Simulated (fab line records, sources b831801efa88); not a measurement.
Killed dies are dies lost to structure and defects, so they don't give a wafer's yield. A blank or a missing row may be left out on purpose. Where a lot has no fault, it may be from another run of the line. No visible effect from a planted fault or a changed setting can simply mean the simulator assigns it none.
A struck lot beside a sound one	flow sky130	21 steps out of a route of 708
Sound: the wafers L412.3, L412.4, L412.6. Wafers struck: L410.2, L410.5, L410.6. At the end, the cause is stated.
Per side, at each step with rows, come the tool, then ch with its chambers, and then its first start. Under that, the readings that differ: sound wafers	struck wafers	difference of the means	sigmas: that difference in standard deviations of wafers without a fault.
alike: a reading whose means differ by less than 2 such deviations, as well as words and numbers matching on both sides. not compared: withheld readings; readings where some wafer has no value; bounds like >300 that might hide an equal value; numbers whose values overlap and for which the record gives no deviation.
Wherever a step has rows on one side only, a row that says differs or no value, or a row with sigmas, the two part there. When numbers do not overlap yet have no deviation, they are printed without sigmas and do not part them. A reading that every wafer of one side lacks parts them only if that side has two wafers or more.

first, 5 steps without rows for these wafers: SKY_SD_P_COAT_02 (resist thk 1140 nm); SKY_SD_P_SOFTBAKE_03 (time 60 s); SKY_SD_P_EXPOSE_04 (exposes mask PSDM, target cd 380 nm); SKY_SD_P_PEB_05; SKY_SD_P_DEVELOP_06 (develop time 60 s).
SKY_SD_P_CD_MEAS_07 targets a cd of 380 nm.
  sound on cd sem-02, day 27 01:49; struck on cd sem-02, day 26 10:51
  alike: cd nm
SKY_SD_P_OVL_MEAS_08:
  sound on overlay-01, day 27 01:55; struck on overlay-02, day 26 10:58
  alike: SD_P_OVL
next, for these wafers, 1 step has no rows: SKY_SD_P_IMPLANT_09.
SKY_SD_P_STRIP_10: strips in O2/N2.
  sound on plasma asher-04 ch 0,1, day 27 02:07; struck on plasma asher-02 ch 0,1, day 26 11:08
  alike: chamber pressure mTorr, drypump motor current A, oes product au, strip time to endpoint s
  not compared: rf hours counter h
SKY_SD_P_TW_MEAS_11:
  sound on film metro-04, day 27 02:13; struck on film metro-02, day 26 11:15
  alike: SD_P_TW
then, 2 steps without rows for these wafers: SKY_RES_XHIGH_DEHYDRATE_00 (time 60 s); SKY_RES_XHIGH_HMDS_01 (prime time 60 s).
SKY_RES_XHIGH_COAT_02: resist thk 1140 nm.
  sound on litho track-03 ch 0, day 27 16:38; struck on litho track-04 ch 0, day 27 02:20
reading	sound	struck	difference	sigmas
dispense pressure kPa (kPa)	51 51 51	44 44 44	-7	-2
spin speed rpm (rpm)	2999.6 3000.7 2998.8	3078.5 3078.5 3079.7	+79.2	+47
model.NOVOLAK_of_RES_XHIGH_COAT_02.thk nm (nm)	1139 1143 1142	1127 1128 1128	-14	
  alike: chill plate temp C
then, 3 steps without rows for these wafers: SKY_RES_XHIGH_SOFTBAKE_03 (time 60 s); SKY_RES_XHIGH_EXPOSE_04 (exposes mask URPM, target cd 1270 nm); SKY_RES_XHIGH_PEB_05.
SKY_RES_XHIGH_DEVELOP_06: develop time 60 s.
  sound on litho track-01 ch 0, day 28 07:58; struck on litho track-04 ch 0, day 27 16:29
reading	sound	struck	difference	sigmas
model.NOVOLAK_of_RES_XHIGH_COAT_02.thk nm (nm)	1139 1142 1142	1127 1127 1127	-14	
  alike: chill plate temp C
next, for these wafers, 1 step has no rows: SKY_RES_XHIGH_IMPLANT_07.
SKY_RES_XHIGH_STRIP_08: strips in O2/N2.
  sound on plasma asher-03 ch 0,1, day 28 08:14; struck on plasma asher-02 ch 0,1, day 27 16:46
reading	sound	struck	difference	sigmas
strip time to endpoint s (s)	14.27 14.30 14.28	14.12 14.13 14.12	-0.16	-4
  alike: chamber pressure mTorr, drypump motor current A, oes product au
  not compared: rf hours counter h
SKY_RES_XHIGH_TW_MEAS_09:
  sound on film metro-04, day 28 08:20; struck on film metro-04, day 27 16:52
  alike: RES_XHIGH_TW
-- here the record skips 19 days between the struck wafers' starts before and after, leaving off in module RES_XHIGH and picking up in module PAD_OPEN (first step shown: number 708 of the route) --
SKY_PAD_OPEN_PROBE_99:
  sound on prober-02, day 46 23:58; struck on prober-02, day 46 17:45
  alike: killed_at_M0_to_M3, killed_at_M4_up, killed at contacts, killed at front end, killed at other, killed dies, killed open, killed short

== WHERE THEY PART ==
Earliest at SKY_RES_XHIGH_COAT_02; latest, in this record, at SKY_RES_XHIGH_STRIP_08. Later steps at which nothing parts them and some readings are alike: SKY_RES_XHIGH_TW_MEAS_09, SKY_PAD_OPEN_PROBE_99.

WHY: what the simulator had put in
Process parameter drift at SKY_RES_XHIGH_COAT_02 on litho track-04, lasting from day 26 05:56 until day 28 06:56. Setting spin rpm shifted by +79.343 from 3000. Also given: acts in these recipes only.
